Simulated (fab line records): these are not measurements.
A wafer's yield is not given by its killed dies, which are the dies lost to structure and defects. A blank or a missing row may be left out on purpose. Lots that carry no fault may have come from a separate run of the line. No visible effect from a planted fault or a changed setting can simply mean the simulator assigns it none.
fab line records | flow sky130
record: lots: 9 wafers: 27 last-day: 50
route steps=708 shown VIA2@531 METAL3@532 CAPM@539 PAD_OPEN@708
lots with no fault: from the same line, run without faults
start-h: the number of hours between the record's first day and the start of the first shown wafer of the lot | wait-h: how many hours have passed since the lot's step before this one | " as in the row above | L1.1+2: several wafers, shown together as one row | - value missing, or start not given | * or withheld: withheld | < > ~ a bound
route shown NAME@n: NAME is a module with steps in the file, n the number in the route of the first one | usual: mean/standard deviation of fault-free wafers | same: alike in all rows | chamber/n: place in a boat | sites: per-site readings | _std_site: standard deviation across them | _edge_site: inner sites' mean taken away from outer sites' mean | radius-mm: how far each site lies from the wafer's centre | mask NAME#n: copy n | behind: the most recent tool/chamber to have shaped the wafer | hold: what put the lot on hold/how long, in hours/how the hold closed | device: the n, p or np transistor that did not switch | end of line: at the end of the route, the tests of the same wafers | step lacking rows: just its recipe | killed: not the wafer's yield, but the dies lost to structure and defects at the first sort | map: dies across one wafer; x = killed, . = not, _ = none there
set.NAME: setting as actually run; set.NAME@STEP: the setting as run at that earlier step | model.NAME: the simulator's own value behind a step, which no gauge read
route steps across a sampled set of lots; one table per step, one row per wafer
services: a tool's chamber out of use, with start hour (start-h, from the record's first day; less than 0 if before it), hours out, and reason
== steps ==
step: SKY_VIA2_CMP_24
recipe: stop-on: SiO2 t-overpolish-s: 20 down-force-psi: 3.5 platen-rpm: 60 target-thk-nm: 0 pad-velocity-m-s: 0.94248
usual: motor-current-A: 11.3/1.1 overpolish-run-s: 20.001/0.009 time-to-endpoint-s: 103/4.1
columns lot.wafer tool chamber start-h wait-h motor-current-A overpolish-run-s time-to-endpoint-s
L869.2 cmp-01 2 831.06 0.1 11.8 20.002 101
L869.4 " 3 " " 10.7 19.998 98
L869.6 " 1 " " 11.4 20.007 104
L870.4 cmp-02 0 862.26 0.1 10.0 19.996 98
L870.3 " 2 " " 10.0 19.982 101
L870.5 " 0 " " 10.3 20.007 98
L872.1 cmp-02 2 876.51 0.1 9.7 20.006 113
L872.4 " 1 " " 11.3 20.003 105
L872.5 " 2 " " 10.4 20.008 107
L875.1 cmp-02 0 890.98 0.1 10.0 19.996 96
L875.3 " 1 " " 11.0 19.987 102
L875.2 " 2 " " 9.7 20.000 101
L876.2 cmp-01 2 894.85 0.1 12.5 19.980 104
L876.5 " 1 " " 12.4 20.009 106
L876.6 " 2 " " 12.4 19.995 102
L877.1 cmp-01 1 900.44 1.0 11.6 20.015 109
L877.2 " 3 " " 10.4 20.010 100
L877.5 " 2 " " 13.0 20.006 104
L878.4 cmp-02 3 906.96 0.0 12.4 20.006 101
L878.3 " 0 " " 10.4 20.001 96
L878.6 " 0 " " 10.2 19.995 97
L883.3 cmp-01 2 940.22 0.1 12.7 20.002 108
L883.6 " 1 " " 12.2 19.996 108
L883.5 " 2 " " 13.2 20.011 104
L892.2 cmp-01 0 1012.31 0.0 10.5 20.002 104
L892.5 " 0 " " 10.8 20.005 109
L892.6 " 1 " " 11.6 20.012 102
step: SKY_METAL3_SPUTTER_00
recipe: material: Ti target-thk-nm: 15 power-w: 3000 time-s: 10 chamber-pressure-pa: 0.4
usual: cathode-dc-power-W: 3000.1/0.61 throttle-valve-pct: 30.1/1.5
columns lot.wafer tool chamber start-h wait-h cathode-dc-power-W throttle-valve-pct
L869.2 pvd-sputter-01 - 831.31 0.2 2999.3 30.2
L869.4 " - " " 2999.4 32.7
L869.6 " - " " 3000.6 30.8
L870.3 pvd-sputter-03 - 862.51 0.1 2999.8 30.4
L870.4 " - " " 2998.7 32.1
L870.5 " - " " 3000.1 33.0
L872.1 pvd-sputter-02 - 876.81 0.2 3000.6 29.6
L872.4 " - " " 2999.7 27.7
L872.5 " - " " 3000.1 29.4
L875.1 pvd-sputter-02 - 891.28 0.2 2999.2 29.4
L875.2 " - " " 3000.4 27.8
L875.3 " - " " 3000.1 29.8
L876.2 pvd-sputter-02 - 895.11 0.2 2999.2 29.2
L876.5 " - " " 3001.0 29.5
L876.6 " - " " 2999.2 29.4
L877.1 pvd-sputter-02 - 900.76 0.3 2999.3 29.6
L877.2 " - " " 2999.8 29.3
L877.5 " - " " 3000.2 29.6
L878.3 pvd-sputter-03 - 907.26 0.2 3000.1 30.6
L878.4 " - " " 2999.4 29.4
L878.6 " - " " 2999.6 29.1
L883.3 pvd-sputter-03 - 940.47 0.2 3000.5 32.2
L883.5 " - " " 3000.3 32.3
L883.6 " - " " 3000.3 29.5
L892.2 pvd-sputter-02 - 1012.61 0.2 3000.2 27.6
L892.5 " - " " 3000.4 29.3
L892.6 " - " " 2999.6 29.5
step: SKY_METAL3_SPUTTER_04
recipe: material: TiN target-thk-nm: 70 power-w: 6500 time-s: 58.3 chamber-pressure-pa: 0.4
usual: cathode-dc-power-W: 6500.1/1.2 throttle-valve-pct: 30.1/1.4
columns lot.wafer tool chamber start-h wait-h cathode-dc-power-W throttle-valve-pct
L869.2 pvd-sputter-01 - 831.42 0.0 6500.5 30.4
L869.4 " - " " 6502.3 32.8
L869.6 " - " " 6499.5 30.9
L870.3 pvd-sputter-03 - 862.61 0.0 6501.7 30.7
L870.4 " - " " 6498.2 32.3
L870.5 " - " " 6499.8 32.7
L872.1 pvd-sputter-02 - 876.92 0.0 6502.7 29.4
L872.4 " - " " 6499.7 27.8
L872.5 " - " " 6500.6 29.4
L875.1 pvd-sputter-02 - 891.39 0.0 6502.1 29.2
L875.2 " - " " 6500.2 27.9
L875.3 " - " " 6500.8 29.4
L876.2 pvd-sputter-02 - 895.22 0.0 6499.1 29.2
L876.5 " - " " 6499.3 29.4
L876.6 " - " " 6499.5 29.6
L877.1 pvd-sputter-02 - 900.87 0.0 6498.3 29.7
L877.2 " - " " 6500.0 29.3
L877.5 " - " " 6497.4 29.5
L878.3 pvd-sputter-03 - 907.37 0.0 6502.5 30.6
L878.4 " - " " 6501.5 29.4
L878.6 " - " " 6499.1 29.3
L883.3 pvd-sputter-03 - 940.57 0.0 6500.8 32.0
L883.5 " - " " 6498.7 32.3
L883.6 " - " " 6499.9 29.4
L892.2 pvd-sputter-02 - 1012.72 0.0 6498.9 28.0
L892.5 " - " " 6498.1 29.5
L892.6 " - " " 6500.8 29.7
step: SKY_CAPM_SPUTTER_02
recipe: material: TiN target-thk-nm: 200 temp-c: 300 power-w: 6500 time-s: 166.7 chamber-pressure-pa: 0.4
usual: cathode-dc-power-W: 6499.8/1.1 throttle-valve-pct: 30.1/1.1
columns lot.wafer tool chamber start-h wait-h cathode-dc-power-W throttle-valve-pct
L869.2 pvd-sputter-02 - 831.55 0.0 6500.4 29.7
L869.4 " - " " 6499.9 29.5
L869.6 " - " " 6499.1 29.3
L870.3 pvd-sputter-01 - 862.74 0.0 6499.8 30.6
L870.4 " - " " 6500.7 32.8
L870.5 " - " " 6499.4 30.5
L872.1 pvd-sputter-04 - 877.05 0.1 6501.2 30.5
L872.4 " - " " 6500.4 30.2
L872.5 " - " " 6499.2 30.5
L875.1 pvd-sputter-01 - 891.52 0.1 6499.3 30.2
L875.2 " - " " 6500.6 30.4
L875.3 " - " " 6499.8 30.6
L876.2 pvd-sputter-04 - 895.35 0.0 6498.7 29.5
L876.5 " - " " 6499.7 28.9
L876.6 " - " " 6500.9 29.5
L877.1 pvd-sputter-01 - 901.00 0.1 6496.8 30.4
L877.2 " - " " 6499.5 30.9
L877.5 " - " " 6500.3 32.9
L878.3 pvd-sputter-04 - 907.50 0.0 6500.8 30.5
L878.4 " - " " 6499.9 29.0
L878.6 " - " " 6498.9 30.0
L883.3 pvd-sputter-04 - 940.70 0.0 6501.5 29.6
L883.5 " - " " 6499.9 29.6
L883.6 " - " " 2758.7 28.9
L892.2 pvd-sputter-01 - 1012.85 0.0 6498.4 30.4
L892.5 " - " " 6498.0 30.3
L892.6 " - " " 6499.2 30.2
step: SKY_CAPM_RS_MEAS_03
recipe: thk-meas-gauge: four-point-probe reads: TiN_of_CAPM_SPUTTER_02
usual: CAPM_TIN_RS: 6.91/0.078
columns lot.wafer tool chamber start-h wait-h CAPM_TIN_RS[ohm/sq]
L869.2 film-metro-02 - 831.68 0.1 6.94
L869.4 " - " " 6.91
L869.6 " - " " 6.97
L870.3 film-metro-01 - 862.89 0.1 6.92
L870.4 " - " " 6.87
L870.5 " - " " 6.94
L872.1 film-metro-01 - 877.16 0.1 6.94
L872.4 " - " " 7.00
L872.5 " - " " 6.88
L875.1 film-metro-01 - 891.63 0.1 6.81
L875.2 " - " " 6.78
L875.3 " - " " 6.83
L876.2 film-metro-03 - 895.48 0.1 6.98
L876.5 " - " " 6.96
L876.6 " - " " 6.96
L877.1 film-metro-02 - 901.11 0.1 6.90
L877.2 " - " " 6.95
L877.5 " - " " 6.87
L878.3 film-metro-02 - 907.65 0.1 6.81
L878.4 " - " " 6.91
L878.6 " - " " 6.95
L883.3 film-metro-01 - 940.85 0.1 6.84
L883.5 " - " " 6.83
L883.6 " - " " 16.24
L892.2 film-metro-03 - 1012.98 0.1 6.92
L892.5 " - " " 6.87
L892.6 " - " " 6.90
step: SKY_CAPM_THK_MEAS_04
recipe: thk-meas-gauge: xrf reads: TiN_of_CAPM_SPUTTER_02
usual: CAPM_TIN_THK: 201.6/2.4
columns lot.wafer tool chamber start-h wait-h CAPM_TIN_THK[nm]
L869.2 film-metro-02 - 831.79 0.1 200.7
L869.4 " - " " 201.5
L869.6 " - " " 199.3
L870.3 film-metro-01 - 862.99 0.1 203.1
L870.4 " - " " 204.7
L870.5 " - " " 202.3
L872.1 film-metro-01 - 877.28 0.1 203.0
L872.4 " - " " 200.5
L872.5 " - " " 204.2
L875.1 film-metro-01 - 891.75 0.1 204.9
L875.2 " - " " 206.1
L875.3 " - " " 203.9
L876.2 film-metro-03 - 895.59 0.1 199.8
L876.5 " - " " 201.1
L876.6 " - " " 200.7
L877.1 film-metro-02 - 901.23 0.1 200.2
L877.2 " - " " 198.8
L877.5 " - " " 201.2
L878.3 film-metro-02 - 907.75 0.1 203.2
L878.4 " - " " 200.9
L878.6 " - " " 199.3
L883.3 film-metro-01 - 940.95 0.1 203.5
L883.5 " - " " 204.3
L883.6 " - " " 88.2
L892.2 film-metro-03 - 1013.09 0.1 201.0
L892.5 " - " " 202.8
L892.6 " - " " 200.7
step: SKY_CAPM_METAL_ETCH_13
recipe: target-depth-nm: 220 stop-on: SiO2 chemistry: Cl2/BCl3 target: TiN pressure-mtorr: 10 icp-w: 900 bias-w: 48.5 Cl2_flow_sccm: 60 bcl3-flow-sccm: 30 time-s: 62.9
usual: drypump-motor-current-A: 5.9/0.4 oes-product-au: 0.941/0.0071 throttle-valve-pct: 21.903/0.0091
columns lot.wafer tool chamber start-h wait-h drypump-motor-current-A oes-product-au rf-hours-counter-h throttle-valve-pct
L869.2 rie-metal-02 1 856.98 0.0 5.7 0.937 9 21.904
L869.4 " 1 " " 5.7 0.947 - 21.897
L869.6 " 0 " " 6.8 0.934 - 21.900
L870.3 rie-metal-03 1 889.00 0.0 5.6 0.941 - 21.903
L870.4 " 0 " " 6.0 0.944 - 21.891
L870.5 " 1 " " 5.6 0.940 - 21.905
L872.1 rie-metal-02 1 902.83 0.0 5.7 0.938 11 21.901
L872.4 " 0 " " 6.7 0.936 - 21.920
L872.5 " 0 " " 6.8 0.945 - 21.917
L875.1 rie-metal-02 0 916.93 0.0 6.8 0.953 11 21.896
L875.2 " 1 " " 5.7 0.949 11 21.879
L875.3 " 0 " " 6.8 0.953 - 21.900
L876.2 rie-metal-02 1 920.28 0.0 5.7 0.939 11 21.903
L876.5 " 0 " " 6.8 0.946 - 21.896
L876.6 " 1 " " 5.7 0.938 - 21.916
L877.1 rie-metal-02 0 925.87 0.0 6.8 0.947 12 21.909
L877.2 " 1 " " 5.7 0.943 12 21.914
L877.5 " 1 " " 5.7 0.943 - 21.907
L878.3 rie-metal-02 0 932.35 0.0 6.8 0.947 - 21.892
L878.4 " 1 " " 5.7 0.943 - 21.898
L878.6 " 1 " " 5.7 0.937 - 21.891
L883.3 rie-metal-03 0 964.75 0.0 6.0 0.942 - 21.899
L883.5 " 0 " " 6.1 0.945 - 21.907
L883.6 " 1 " " 5.6 0.618 - 22.110
L892.2 rie-metal-01 0 1035.47 0.0 5.6 0.941 19 21.894
L892.5 " 0 " " 5.6 0.950 - 21.904
L892.6 " 1 " " 5.7 0.942 - 21.905
step: SKY_PAD_OPEN_PROBE_99
usual: defect-limited-yield: 82.6/1.8 killed_at_M0_to_M3: 44/6.5 killed_at_M4_up: 3.3/1.9 killed-at-contacts: 23/4.7 killed-at-front-end: 15/4.5 killed-at-other: 0.2/0.52 killed-dies: 86/8.9 killed-open: 47/6.8 killed-short: 39/6.1 sort_bin_3_pad_short: 0.8/0.44 sort_bin_5_function: 10.3/1.4 sort_bin_6_memory: 6.3/1.1 sort-n-pass: 406/8.9 sort-yield-pct: 82.6/1.8
same: gross-dies: 492 killed-at-back-side: 0 sort_bin_4_leakage[%]: 0 sort_bin_8_speed[%]: 0
columns lot.wafer tool chamber start-h wait-h defect-limited-yield[%] killed_at_M0_to_M3 killed_at_M4_up killed-at-contacts killed-at-front-end killed-at-other killed-dies killed-open killed-short sort_bin_3_pad_short[%] sort_bin_5_function[%] sort_bin_6_memory[%] sort-n-pass sort-yield-pct[%]
L876.2 prober-02 - 1108.11 0.1 83.3 45 5 18 13 1 82 41 41 0.6 10.6 5.5 410 83.3
L876.5 prober-02 - 1108.26 0.2 84.3 37 6 22 12 0 77 41 36 0.4 8.7 6.5 415 84.3
L876.6 prober-02 - 1108.31 0.2 81.9 50 3 21 15 0 89 44 45 1.4 9.8 6.9 403 81.9
L877.1 prober-01 - 1114.56 0.1 83.3 41 5 26 10 0 82 55 27 1.0 9.3 6.3 410 83.3
L877.2 prober-01 - 1114.61 0.1 83.3 45 2 23 12 0 82 40 42 0.8 10.8 5.1 410 83.3
L877.5 prober-01 - 1114.76 0.2 83.9 44 1 29 5 0 79 48 31 0.6 10.4 5.1 413 83.9
L878.3 prober-02 - 1119.68 0.2 85.4 33 3 22 14 0 72 41 31 0.6 7.3 6.7 420 85.4
L878.4 prober-02 - 1119.73 0.2 82.9 48 7 13 16 0 84 47 37 1.0 10.2 5.9 408 82.9
L878.6 prober-02 - 1119.83 0.2 84.1 27 2 21 27 1 78 41 37 1.4 9.8 4.7 414 84.1
killed by level:class
L876.2 VIA2:geometric-particle:open=13 CONTACT:geometric-particle:open=9 METAL1:geometric-particle:short=7 METAL2:geometric-particle:short=7 VIA1:geometric-particle:open=5 POLY_GATE:geometric-particle:short=4 LOCAL_INTERCONNECT:geometric-particle:short=4 VIA3:geometric-particle:open=4
L876.5 CONTACT:geometric-particle:open=9 VIA1:geometric-particle:open=9 LI_CONTACT:geometric-particle:open=5 METAL2:geometric-particle:short=5 VIA3:geometric-particle:open=5 METAL4:geometric-particle:short=5 FIELD_ISO:geometric-particle:open=4 LI_CONTACT:geometric-particle:short=4
L876.6 VIA1:geometric-particle:open=12 CONTACT:geometric-particle:open=7 VIA2:geometric-particle:short=7 VIA2:geometric-particle:open=7 METAL1:geometric-particle:short=6 POLY_GATE:geometric-particle:short=5 LI_CONTACT:geometric-particle:open=5 CONTACT:geometric-particle:short=5
L877.1 CONTACT:geometric-particle:open=11 LI_CONTACT:geometric-particle:open=10 VIA3:geometric-particle:open=9 VIA1:geometric-particle:open=8 METAL2:geometric-particle:short=6 VIA2:geometric-particle:open=5 METAL4:geometric-particle:short=5 POLY_GATE:geometric-particle:open=3
L877.2 METAL2:geometric-particle:short=14 CONTACT:geometric-particle:open=9 VIA1:geometric-particle:open=9 VIA3:geometric-particle:open=5 LOCAL_INTERCONNECT:geometric-particle:short=5 CONTACT:geometric-particle:short=5 VIA2:geometric-particle:open=5 FIELD_ISO:geometric-particle:short=3
L877.5 CONTACT:geometric-particle:open=15 VIA3:geometric-particle:open=11 VIA1:geometric-particle:open=10 METAL1:geometric-particle:short=7 LI_CONTACT:geometric-particle:open=7 METAL2:geometric-particle:short=7 LOCAL_INTERCONNECT:geometric-particle:short=4 VIA1:geometric-particle:short=4
L878.3 CONTACT:geometric-particle:open=9 VIA1:geometric-particle:open=7 CONTACT:geometric-particle:short=6 METAL1:geometric-particle:short=5 VIA2:geometric-particle:short=5 FIELD_ISO:geometric-particle:open=4 POLY_GATE:geometric-particle:open=4 LI_CONTACT:geometric-particle:open=4
L878.4 VIA1:geometric-particle:open=11 METAL2:geometric-particle:short=6 VIA3:geometric-particle:open=6 FIELD_ISO:geometric-particle:open=5 VIA1:geometric-particle:short=5 POLY_GATE:geometric-particle:short=5 VIA2:geometric-particle:open=5 CONTACT:geometric-particle:open=4
L878.6 FIELD_ISO:geometric-particle:open=9 FIELD_ISO:geometric-particle:short=9 LI_CONTACT:geometric-particle:open=8 VIA3:geometric-particle:open=7 CONTACT:geometric-particle:short=5 VIA2:geometric-particle:short=5 VIA1:geometric-particle:open=4 CONTACT:geometric-particle:open=4
== services ==
columns tool chamber start-h hours kind
pvd-sputter-04 - 817.15 10.1 repair
cmp-02 - 817.69 2.8 repair
cmp-02 - 826.24 1.8 repair
rie-metal-02 1 835.75 4.7 repair
rie-metal-02 0 836.96 4.8 repair
pvd-sputter-03 0 862.66 - consumable-replace:kit
pvd-sputter-03 0 862.66 18.0 scheduled-down
pvd-sputter-03 0 862.66 18.0 vent-cycle
cmp-01 - 863.44 1.2 repair
pvd-sputter-01 - 874.42 11.0 repair
pvd-sputter-02 - 876.05 0.7 repair
cmp-02 - 895.66 5.6 pm
cmp-02 - 912.53 4.0 pm
cmp-01 - 920.05 1.0 repair
cmp-02 - 921.11 1.3 repair
rie-metal-01 1 923.62 8.6 repair
pvd-sputter-01 3 931.40 - consumable-replace:kit
rie-metal-02 - 939.00 2.8 pm
rie-metal-02 - 947.20 3.2 repair
pvd-sputter-02 2 984.40 - consumable-replace:kit
pvd-sputter-02 2 984.40 18.0 scheduled-down
pvd-sputter-02 2 984.40 18.0 vent-cycle
cmp-02 - 1008.26 5.1 pm
cmp-02 - 1023.48 5.5 repair
== key ==
first-sign: step: SKY_CAPM_SPUTTER_02 reading: cathode-dc-power-W direction: down sigmas: 99+ usual: 6499.8 struck: 2758.7
effect: step: SKY_CAPM_RS_MEAS_03 reading: CAPM_TIN_RS direction: up sigmas: 99+ usual: 6.91 struck: 16.24
effect: step: SKY_CAPM_THK_MEAS_04 reading: CAPM_TIN_THK direction: down sigmas: 48 usual: 201.6 struck: 88.2
effect: step: SKY_CAPM_METAL_ETCH_13 reading: oes-product-au direction: down sigmas: 45 usual: 0.941 struck: 0.618
met-at SKY_CAPM_SPUTTER_02
struck-lots L883
struck-wafers L883.6
not-acting-at SKY_VIA2_CMP_24,SKY_METAL3_SPUTTER_00,SKY_METAL3_SPUTTER_04
onset-between 907.50 940.70
fault: kind: process-parameter-drift tool: pvd-sputter-04 chamber: - onset-h: 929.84 steps: SKY_CAPM_SPUTTER_02 channel: power-w offset: * shape: step end-h: 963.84 acts-in: * stated: * scope: struck-wafers-only
